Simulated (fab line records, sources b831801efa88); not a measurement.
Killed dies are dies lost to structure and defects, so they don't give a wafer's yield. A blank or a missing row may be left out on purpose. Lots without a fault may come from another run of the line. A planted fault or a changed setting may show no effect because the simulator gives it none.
Which tool did it? | flow gf180mcu | 13 lots, 39 wafers sampled, at 5 steps of a route of 602

WHAT THE GAUGES READ, wafer by wafer
GF_VT_IMPLANT_OVL_MEAS_07. Usual: VT_IMPLANT_OVL -0.3 nm, standard deviation 1.3.
lot  | measured     | on         | VT_IMPLANT_OVL (nm) | flag
L555 | day 5 19:27  | overlay-01 | 0.8 -0.5 -3.0       |
L556 | day 6 04:26  | overlay-01 | 0.9 0.1 2.9         |
L557 | day 6 09:48  | overlay-01 | 0.3 0.5 -0.3        |
L558 | day 6 13:33  | overlay-02 | -0.7 1.5 -0.9       |
L559 | day 6 20:44  | overlay-02 | -0.6 -1.3 1.2       |
L561 | day 7 19:51  | overlay-02 | -1.9 -1.3 -1.1      |
L562 | day 7 20:41  | overlay-01 | -2.6 0.5 -0.4       |
L563 | day 7 23:41  | overlay-02 | -0.4 -0.8 -3.1      |
L565 | day 8 08:53  | overlay-02 | 0.2 -2.0 -3.1       |
L567 | day 9 01:11  | overlay-01 | 1.5 1.3 0.5         |
L568 | day 9 05:49  | overlay-01 | 1.4 -0.1 1.3        |
L572 | day 10 05:35 | overlay-01 | -1.2 0.3 -0.1       |
L577 | day 11 14:41 | overlay-02 | 0.6 0.6 1.0         |

GF_DUAL_GATE_THK_MEAS_03. Usual: DUAL_GATE_OXIDATION_00_THK 10.87 nm, standard deviation 0.16.
lot  | measured     | on            | DUAL_GATE_OXIDATION_00_THK (nm) | flag
L555 | day 7 20:54  | film_metro-02 | 10.81 11.08 10.82               |
L556 | day 8 06:32  | film_metro-01 | 11.16 11.01 11.10               |
L557 | day 8 13:58  | film_metro-01 | 10.83 10.74 10.77               |
L558 | day 8 19:29  | film_metro-02 | 10.70 10.64 10.59               |
L559 | day 9 00:21  | film_metro-02 | 10.79 10.70 10.87               |
L561 | day 10 00:32 | film_metro-01 | 10.78 10.79 10.80               |
L562 | day 10 02:05 | film_metro-01 | 10.91 10.70 10.81               |
L563 | day 10 06:39 | film_metro-01 | 10.73 10.61 10.93               |
L565 | day 10 16:46 | film_metro-02 | 10.94 11.10 10.98               |
L567 | day 11 09:34 | film_metro-01 | 9.69 9.76 9.65                  | OFF
L568 | day 11 15:48 | film_metro-02 | 9.40 9.55 9.57                  | OFF
L572 | day 12 15:38 | film_metro-01 | 10.78 10.73 10.58               |
L577 | day 14 05:34 | film_metro-01 | 10.92 10.89 10.67               |

GF_POLY_GATE_THK_MEAS_17. Usual: POLY_GATE_OXIDATION_THK 4.02 nm, standard deviation 0.067.
lot  | measured     | on            | POLY_GATE_OXIDATION_THK (nm) | flag
L555 | day 9 14:33  | film_metro-02 | 4.01 4.01 3.99               |
L556 | day 9 22:53  | film_metro-02 | 4.02 4.08 4.00               |
L557 | day 10 05:05 | film_metro-01 | 4.05 4.03 4.02               |
L558 | day 10 11:30 | film_metro-02 | 4.00 4.04 4.14               |
L559 | day 10 17:05 | film_metro-01 | 4.05 4.03 4.00               |
L561 | day 11 18:17 | film_metro-03 | 4.07 4.06 4.05               |
L562 | day 11 20:40 | film_metro-02 | 3.91 4.00 3.89               |
L563 | day 12 01:30 | film_metro-02 | 3.99 4.03 4.02               |
L565 | day 12 12:20 | film_metro-01 | 4.10 4.07 4.11               |
L567 | day 13 07:05 | film_metro-01 | 4.04 4.08 4.08               |
L568 | day 13 15:29 | film_metro-03 | 4.11 3.98 4.05               |
L572 | day 14 14:59 | film_metro-01 | 4.04 4.02 4.00               |
L577 | day 16 07:06 | film_metro-02 | 4.02 4.15 4.12               |

GF_POLY_GATE_CD_MEAS_18. Usual: cd_nm 281.2 nm, standard deviation 1.7.
lot  | measured     | on        | cd_nm (nm)        | flag
L555 | day 9 14:37  | cd_sem-02 | 278.9 281.2 281.9 |
L556 | day 9 22:57  | cd_sem-01 | 280.8 283.9 280.0 |
L557 | day 10 05:08 | cd_sem-02 | 279.6 277.7 282.2 |
L558 | day 10 11:35 | cd_sem-02 | 281.5 281.3 281.9 |
L559 | day 10 17:09 | cd_sem-01 | 277.9 280.5 280.4 |
L561 | day 11 18:22 | cd_sem-01 | 279.7 282.5 281.3 |
L562 | day 11 20:45 | cd_sem-01 | 281.3 282.8 280.3 |
L563 | day 12 01:34 | cd_sem-02 | 278.5 280.5 278.6 |
L565 | day 12 12:25 | cd_sem-02 | 282.4 282.7 280.9 |
L567 | day 13 07:09 | cd_sem-01 | 282.0 281.7 280.7 |
L568 | day 13 15:33 | cd_sem-02 | 281.9 281.6 282.6 |
L572 | day 14 15:04 | cd_sem-01 | 280.4 279.4 282.1 |
L577 | day 16 07:16 | cd_sem-02 | 281.2 280.9 280.3 |

WHICH TOOL RAN EACH LOT (tool, then ch and the chambers of the sampled wafers, then the start)
lot  | GF_DUAL_GATE_OXIDATION_02
L555 | furnace-02 ch 0, day 7 19:27
L556 | furnace-02 ch 0, day 8 05:05
L557 | furnace-02 ch 0, day 8 12:31
L558 | furnace-02 ch 0, day 8 18:02
L559 | furnace-02 ch 0, day 8 22:54
L561 | furnace-01 ch 0, day 9 23:05
L562 | furnace-01 ch 0, day 10 00:38
L563 | furnace-02 ch 0, day 10 05:12
L565 | furnace-02 ch 0, day 10 15:19
L567 | furnace-01 ch 0, day 11 08:07
L568 | furnace-01 ch 0, day 11 14:21
L572 | furnace-02 ch 0, day 12 14:11
L577 | furnace-01 ch 0, day 14 04:06
- GF_DUAL_GATE_OXIDATION_02: stabilise 600 s, purge 300 s, target thk 10.887 nm.

WHAT THE TOOLS THEMSELVES READ (means of the sampled wafers that have a number; where no wafer has one, the mark that the record gives instead)
GF_DUAL_GATE_OXIDATION_02. Usual: spike_tc_centre_C 900.6 C, standard deviation 1.2; spike_tc_lower_C 900.9 C, standard deviation 0.94; spike_tc_top_C 911.1 C, standard deviation 2.7; spike_tc_upper_C 897.6 C, standard deviation 1.6; tube_center_temp_C 900 C, standard deviation 0.075; tube_center_temp_C_max 902.3, standard deviation 0.39; zone_power_lower_pct 16.9 %, standard deviation 0.61.
lot  | tool       | spike_tc_centre_C (C) | spike_tc_lower_C (C) | spike_tc_top_C (C) | spike_tc_upper_C (C) | tube_center_temp_C (C) | tube_center_temp_C_max | zone_power_lower_pct (%) | flag
L555 | furnace-02 | 901.0                 | 900.0                | 909.0              | 896.6                | 900                    | 902.2                  | 16.4                     |
L556 | furnace-02 | 900.7                 | 900.6                | 908.8              | 896.7                | 900                    | 902.7                  | 16.4                     |
L557 | furnace-02 | 901.2                 | 901.4                | 910.3              | 896.7                | 900                    | 902.5                  | 16.5                     |
L558 | furnace-02 | 900.8                 | 901.0                | 908.6              | 895.9                | 900                    | 902.5                  | 16.4                     |
L559 | furnace-02 | 899.3                 | 901.4                | 908.7              | 896.7                | 900                    | 902.3                  | 16.5                     |
L561 | furnace-01 | 900.2                 | 900.8                | 914.8              | 899.2                | 900                    | 902.6                  | 17.6                     |
L562 | furnace-01 | 899.2                 | 901.2                | 913.6              | 899.9                | 900                    | 902.2                  | 17.8                     |
L563 | furnace-02 | 901.7                 | 901.5                | 909.1              | 897.0                | 900                    | 902.3                  | 16.3                     |
L565 | furnace-02 | 900.2                 | 900.3                | 909.1              | 896.2                | 900                    | 902.5                  | 16.5                     |
L567 | furnace-01 | 889.5                 | 890.9                | 903.4              | 887.7                | 889                    | 891.3                  | 17.3                     | OFF
L568 | furnace-01 | 888.6                 | 890.9                | 903.1              | 888.0                | 889                    | 891.4                  | 17.1                     | OFF
L572 | furnace-02 | 900.4                 | 900.8                | 909.4              | 897.1                | 900                    | 902.4                  | 16.4                     |
L577 | furnace-01 | 899.9                 | 900.3                | 913.9              | 899.5                | 900                    | 902.0                  | 17.6                     |

THE ANSWER, worked out from the rows above alone
Rule: a lot is off if the mean of its wafers that have a number lies more than 3 standard deviations from the usual mean. A lot without any number at a reading at which 4 lots or more have one is off too. The other lots that the step has rows for count as sound. The gauges are gone through in route order, then the tools' own readings, and for those a lot's mean is taken as printed above. The first step at which some lot is off is used, and at that step the reading that is off furthest; a lot without a number counts as furthest.
Off: L567, L568, at GF_DUAL_GATE_THK_MEAS_03 (DUAL_GATE_OXIDATION_00_THK).
A tool fits if, at a process step before that reading, it ran every lot that is off, and no sound lot after the first of them. The gauges at GF_DUAL_GATE_THK_MEAS_03 aren't tried: what is off there is off at GF_DUAL_GATE_OXIDATION_02 too, on other tools, and a gauge's error can't cause that. None of those tried fits.

WHAT THE SIMULATOR HAD PUT IN
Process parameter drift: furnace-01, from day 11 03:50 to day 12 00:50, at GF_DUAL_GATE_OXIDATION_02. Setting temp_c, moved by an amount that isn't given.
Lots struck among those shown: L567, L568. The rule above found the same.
